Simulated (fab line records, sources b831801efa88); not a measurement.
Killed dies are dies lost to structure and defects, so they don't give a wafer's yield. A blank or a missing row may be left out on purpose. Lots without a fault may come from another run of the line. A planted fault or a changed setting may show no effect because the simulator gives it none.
fab line records | flow sky130
record lots=11 wafers=33 last_day=50
route steps=708 shown VIA2@507 PAD_OPEN@708
lots that met no fault: from a run of the same line without faults
start_h: hours from the record's first day to the start of the lot's first wafer shown | wait_h: hours since the lot's step before | " the same as in the row above | L1.1+2: a row that stands for several wafers | - no value, or no start given | * or withheld: withheld | < > ~ a bound
route shown NAME@n: a module of which the file shows steps, and the number in the route of the first | usual: mean/standard deviation of fault-free wafers | same: alike in all rows | chamber/n: place in a boat | sites: the reading at each site | _std_site: their standard deviation | _edge_site: outer sites' mean less inner sites' | radius_mm: how far each site lies from the wafer's centre | mask NAME#n: copy n | behind: the tool/chamber that last shaped the wafer | hold: why the lot was held/for how many hours/how that ended | device: the transistor (n, p or np) that didn't switch | end of line: the same wafers' tests at the end of the route | a step without rows: its recipe alone | killed: dies lost to structure and defects at the first sort, not the wafer's yield | map: a wafer's dies, x killed, . not, _ none there
set.NAME: the setting as run; set.NAME@STEP: as run at that earlier step | model.NAME: the simulator's own value behind a step, which no gauge read
steps of the route over a sample of lots; a table a step, a row a wafer
services: from which hour (start_h, from the record's first day; less than 0 if before it) a tool's chamber was out of use, for how many hours, and why
## steps
# step SKY_VIA2_HDPCVD_00
# recipe material=SiO2 target_thk_nm=1180 sigma_open_frac=0.3 time_s=196.7 temp_c=400 sih4_flow_sccm=60 pressure_mtorr=6
# usual pressure_mtorr=6.001/0.012 sih4_flow_sccm=60.02/0.17 susceptor_temp_C=400.01/0.24
# columns lot.wafer tool chamber start_h wait_h pressure_mtorr sih4_flow_sccm susceptor_temp_C
L853.2 hdpcvd-02 2 817.25 0.0 6.001 59.83 400.18
L853.5 " 0 " " 6.015 60.04 400.08
L853.6 " 2 " " 5.996 60.22 399.93
L855.3 hdpcvd-01 2 827.28 0.0 6.009 59.69 399.77
L855.4 " 1 " " 6.002 60.28 400.10
L855.5 " 0 " " 6.001 59.95 399.87
L854.1 hdpcvd-02 1 835.31 0.0 5.979 59.92 400.28
L854.2 " 2 " " 5.984 59.88 400.23
L854.5 " 0 " " 6.019 59.87 400.37
L856.1 hdpcvd-01 1 840.86 0.0 5.982 59.90 399.96
L856.5 " 2 " " 5.999 59.98 399.88
L856.6 " 0 " " 6.013 60.26 399.97
L858.1 hdpcvd-01 1 855.69 0.0 6.011 59.98 399.96
L858.2 " 2 " " 5.984 60.12 399.97
L858.3 " 0 " " 5.984 59.97 400.15
L861.1 hdpcvd-02 0 873.21 0.0 5.991 60.03 400.29
L861.3 " 2 " " 6.009 60.13 400.16
L861.6 " 1 " " 6.005 59.84 400.37
L865.1 hdpcvd-02 0 961.39 0.0 6.009 59.90 400.06
L865.3 " 2 " " 5.991 48.29 399.91
L865.4 " 1 " " 5.989 60.07 400.29
L866.3 hdpcvd-02 0 963.46 0.0 5.987 60.15 400.05
L866.4 " 2 " " 6.005 48.16 399.92
L866.6 " 1 " " 5.976 59.93 400.08
L867.2 hdpcvd-01 2 965.67 0.0 5.983 59.84 399.79
L867.3 " 0 " " 6.003 60.17 400.05
L867.4 " 1 " " 6.020 59.87 399.96
L871.1 hdpcvd-01 1 966.33 0.0 5.988 59.64 400.13
L871.2 " 0 " " 6.013 60.28 400.15
L871.4 " 0 " " 6.016 60.45 400.11
L873.2 hdpcvd-01 2 968.06 0.0 6.006 59.78 400.32
L873.3 " 1 " " 6.011 59.83 400.22
L873.4 " 0 " " 5.994 60.05 399.97
# step SKY_VIA2_THK_MEAS_01
# recipe reads=SiO2_of_VIA2_HDPCVD_00
# usual VIA2_HDPCVD_THK=1184/12
# columns lot.wafer tool chamber start_h wait_h VIA2_HDPCVD_THK[nm]
L853.2 film_metro-01 - 817.38 0.1 1171
L853.5 " - " " 1176
L853.6 " - " " 1190
L855.3 film_metro-04 - 827.42 0.1 1184
L855.4 " - " " 1184
L855.5 " - " " 1202
L854.1 film_metro-02 - 835.44 0.1 1200
L854.2 " - " " 1206
L854.5 " - " " 1184
L856.1 film_metro-04 - 840.99 0.1 1165
L856.5 " - " " 1176
L856.6 " - " " 1181
L858.1 film_metro-02 - 855.81 0.1 1182
L858.2 " - " " 1175
L858.3 " - " " 1190
L861.1 film_metro-02 - 873.33 0.1 1194
L861.3 " - " " 1212
L861.6 " - " " 1207
L865.1 film_metro-02 - 961.51 0.1 1203
L865.3 " - " " 957
L865.4 " - " " 1203
L866.3 film_metro-01 - 963.60 0.1 1181
L866.4 " - " " 951
L866.6 " - " " 1186
L867.2 film_metro-04 - 965.80 0.1 1166
L867.3 " - " " 1183
L867.4 " - " " 1181
L871.1 film_metro-02 - 966.45 0.1 1170
L871.2 " - " " 1170
L871.4 " - " " 1170
L873.2 film_metro-01 - 968.19 0.1 1173
L873.3 " - " " 1168
L873.4 " - " " 1163
# step SKY_PAD_OPEN_PROBE_99
# usual defect_limited_yield=82.3/2 killed_at_M0_to_M3=44/7.9 killed_at_M4_up=3.1/1.9 killed_at_contacts=24/4.6 killed_at_front_end=16/4.9 killed_at_other=0.3/0.6 killed_dies=87/9.7 killed_open=48/7.2 killed_short=39/5.6 sort_bin_3_pad_short=0.8/0.47 sort_bin_5_function=10.4/1.5 sort_bin_6_memory=6.5/1.1 sort_n_pass=405/9.7 sort_yield_pct=82.3/2
# same gross_dies=492 killed_at_back_side=0 sort_bin_4_leakage[%]=0 sort_bin_8_speed[%]=0
# columns lot.wafer tool chamber start_h wait_h defect_limited_yield[%] killed_at_M0_to_M3 killed_at_M4_up killed_at_contacts killed_at_front_end killed_at_other killed_dies killed_open killed_short sort_bin_3_pad_short[%] sort_bin_5_function[%] sort_bin_6_memory[%] sort_n_pass sort_yield_pct[%]
L858.1 prober-01 - 1101.38 0.1 80.1 47 1 39 11 0 98 57 41 1.8 11.4 6.7 394 80.1
L858.2 prober-01 - 1101.43 0.1 84.8 39 3 19 14 0 75 41 34 0.2 8.5 6.5 417 84.8
L858.3 prober-01 - 1101.48 0.2 81.7 48 2 31 9 0 90 50 40 1.8 10.6 5.9 402 81.7
# killed by level:class
L858.1 LI_CONTACT:geometric_particle:open=11 VIA1:geometric_particle:open=11 CONTACT:geometric_particle:short=8 CONTACT:geometric_particle:open=8 VIA3:geometric_particle:open=8 LI_CONTACT:geometric_particle:short=6 METAL2:geometric_particle:short=5 VIA2:geometric_particle:open=5
L858.2 VIA1:geometric_particle:open=10 CONTACT:geometric_particle:open=7 VIA3:geometric_particle:open=7 FIELD_ISO:geometric_particle:short=5 VIA2:geometric_particle:open=5 LOCAL_INTERCONNECT:geometric_particle:short=4 VIA1:geometric_particle:short=4 METAL3:geometric_particle:short=4
L858.3 CONTACT:geometric_particle:open=12 VIA1:geometric_particle:open=10 LI_CONTACT:geometric_particle:open=8 VIA2:geometric_particle:open=7 LI_CONTACT:geometric_particle:short=6 VIA1:geometric_particle:short=6 VIA3:geometric_particle:open=6 METAL3:geometric_particle:short=6
## services
# columns tool chamber start_h hours kind
hdpcvd-02 - 879.38 2.8 pm
hdpcvd-01 - 883.00 0.3 repair
hdpcvd-01 - 906.48 2.5 repair
hdpcvd-01 1 943.21 12.6 repair
hdpcvd-01 - 950.25 15.0 pm
hdpcvd-01 0 950.25 15.0 vent_cycle
hdpcvd-01 1 950.25 15.0 vent_cycle
hdpcvd-01 2 950.25 15.0 vent_cycle
hdpcvd-01 0 965.25 - clean
hdpcvd-01 1 965.25 - clean
hdpcvd-01 2 965.25 - clean
## key
first_sign step=SKY_VIA2_HDPCVD_00 reading=sih4_flow_sccm direction=down sigmas=69 usual=60.02 struck=48.22
effect step=SKY_VIA2_THK_MEAS_01 reading=VIA2_HDPCVD_THK direction=down sigmas=20 usual=1184 struck=954
met_at SKY_VIA2_HDPCVD_00
struck_lots L865,L866
struck_wafers L865.3,L866.4
onset_between 873.21 961.39
fault kind=process_parameter_drift tool=hdpcvd-02 chamber=2 onset_h=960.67 steps=SKY_VIA2_HDPCVD_00 channel=sih4_flow_sccm offset=-12 shape=step end_h=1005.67 acts_in=these_recipes_only stated=60
